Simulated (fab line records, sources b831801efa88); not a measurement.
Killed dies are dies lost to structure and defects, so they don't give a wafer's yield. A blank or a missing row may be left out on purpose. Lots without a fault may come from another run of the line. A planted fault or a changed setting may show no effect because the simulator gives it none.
A struck lot beside a sound one | flow sky130 | 15 steps out of a route of 708
Sound: wafers L923.1, L923.5, L923.6. Struck: wafers L932.3, L932.4, L932.5. The cause comes at the end.
At each step with rows: each side's tool, then ch and its chambers, then its first start. Under that, the readings that differ: sound wafers | struck wafers | difference of the means | sigmas: that difference in standard deviations of wafers without a fault.
alike: readings whose means differ by less than 2 such deviations, and words and numbers that are the same on both sides. not compared: withheld readings, readings that some wafer has no value for, bounds like >300 that may hide the same value, and numbers for which the record gives no deviation and whose values overlap.
The two part at a step that has a row with sigmas, a row that says differs or no value, or rows on one side only. Numbers that don't overlap but have no deviation are shown without sigmas and don't part them. A reading that every wafer of one side lacks parts them only if that side has two wafers or more.

first, 6 steps without rows for these wafers: SKY_METAL5_HMDS_08 (prime time 60 s); SKY_METAL5_COAT_09 (resist thk 1800 nm); SKY_METAL5_SOFTBAKE_10 (time 60 s); SKY_METAL5_EXPOSE_11 (exposes mask MM5, target cd 1600 nm); SKY_METAL5_PEB_12; SKY_METAL5_DEVELOP_13 (develop time 60 s).
SKY_METAL5_DESCUM_14: chemistry O2, time 11 s.
  sound on rie_metal-04 ch 0,1, day 48 04:07; struck on rie_metal-02 ch 0,1, day 50 04:16
  alike: chamber_pressure_mTorr, drypump_motor_current_A, oes_product_au
  not compared: rf_hours_counter_h
SKY_METAL5_METAL_ETCH_15: etches the open film in Cl2/BCl3, stops on SiO2, target depth 1260 nm, time 252 s.
  sound on rie_metal-04 ch 0,1, day 48 04:09; struck on rie_metal-02 ch 0,1, day 50 04:22
  alike: chamber_pressure_mTorr, drypump_motor_current_A, oes_product_au, throttle_valve_pct
  not compared: rf_hours_counter_h
SKY_METAL5_STRIP_16: strips in O2/N2.
  sound on plasma_asher-02 ch 0,1, day 48 04:23; struck on plasma_asher-01 ch 0,1, day 50 04:33
  alike: chamber_pressure_mTorr, drypump_motor_current_A, oes_product_au, strip_time_to_endpoint_s
  not compared: rf_hours_counter_h
then, 3 steps without rows for these wafers: SKY_METAL5_STRIP_17 (strips in post etch residue remover, time 1200 s); SKY_METAL5_CLEAN_18 (cleans in IPA, time 180 s); SKY_METAL5_CLEAN_19 (cleans in O3/DIW).
SKY_PASSIVATION_CVD_00: deposits SiO2, target thk 90 nm.
  sound on pecvd-01 ch 0,1, day 48 04:59; struck on pecvd-03 ch 0,2, day 50 05:07
  reading                                      | sound             | struck            | difference | sigmas
  rf_fwd_power_W (W)                           | 583 593 586       | 491 493 492       | -95        | -29
  model.SiO2_of_PASSIVATION_CVD_00.thk_nm (nm) | 89.25 89.97 90.53 | 86.67 87.97 88.37 | -2.25      |
  alike: heater_power_w
SKY_PASSIVATION_THK_MEAS_01:
  sound on film_metro-02, day 48 05:01; struck on film_metro-03, day 50 05:10
  alike: PASSIVATION_CVD_00_THK
SKY_PAD_OPEN_PROBE_99:
  the record has rows for the sound wafers here (prober-01, day 49 23:17) and none for the struck ones

WHERE THEY PART
First at SKY_PASSIVATION_CVD_00; last, within this record, at SKY_PAD_OPEN_PROBE_99.

WHY: what the simulator had put in
Process parameter drift: pecvd-03, from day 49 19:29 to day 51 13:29, at SKY_PASSIVATION_CVD_00. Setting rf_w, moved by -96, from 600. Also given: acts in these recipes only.
